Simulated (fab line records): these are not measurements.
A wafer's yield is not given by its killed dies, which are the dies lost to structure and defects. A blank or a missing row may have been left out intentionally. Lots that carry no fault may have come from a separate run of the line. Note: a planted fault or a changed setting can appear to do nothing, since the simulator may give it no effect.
The tool behind it: which one?    flow sky130    Sampling: 7 lots, 21 wafers, 2 of 708 route steps

WHAT THE GAUGES READ, wafer by wafer
SKY_LDD_HVN_TW_MEAS_10.
lot   measured      on             LDD_HVN_TW
L210  day 20 18:51  film metro-02  1434 1437 1442
L214  day 22 14:45  film metro-01  1416 1412 1415
L220  day 24 21:15  film metro-03  1532 1532 1526
L225  day 26 05:42  film metro-03  1445 1454 1447
L227  day 27 21:12  film metro-01  1415 1433 1425
L229  day 28 08:40  film metro-03  1428 1437 1445
L231  day 28 13:45  film metro-03  1439 1430 1435

WHICH TOOL RAN EACH LOT (tool, then ch and the chambers of the sampled wafers, then the start)
lot   SKY_LDD_HVN_IMPLANT_08
L210  implanter-04 ch 0, day 20 18:36
L214  implanter-01 ch 0, day 22 14:31
L220  implanter-01 ch 0, day 24 21:00
L225  implanter-03 ch 0, day 26 05:27
L227  implanter-04 ch 0, day 27 20:57
L229  implanter-01 ch 0, day 28 08:26
L231  implanter-04 ch 0, day 28 13:31
- SKY_LDD_HVN_IMPLANT_08

THE ANSWER, worked out from the rows above alone
Rule: the usual values come from the lots themselves. The widest of any qualifying gaps counts: lots, ordered by their means at a reading, are off when they make up no more than a third of the lots, leave a main group of 4 or more, and stand apart from it by 3 or more times the standard deviation of that group's means. The tables above print the reading to a certain number of digits; a main group whose means all agree to those digits is not used. A lot without any number at a reading at which 4 lots or more have one is off too. All remaining lots with rows at the step are treated as sound.
Off: L220, seen at SKY_LDD_HVN_TW_MEAS_10 (LDD_HVN_TW). Main group: mean 1433, sd 11.
A tool fits if, at a process step before that reading, it ran every lot that is off, and no sound lot after the first of them. Gauges at SKY_LDD_HVN_TW_MEAS_10: tried the same way as those tools. Not one of the candidates tried fits.

WHAT THE SIMULATOR HAD INSERTED
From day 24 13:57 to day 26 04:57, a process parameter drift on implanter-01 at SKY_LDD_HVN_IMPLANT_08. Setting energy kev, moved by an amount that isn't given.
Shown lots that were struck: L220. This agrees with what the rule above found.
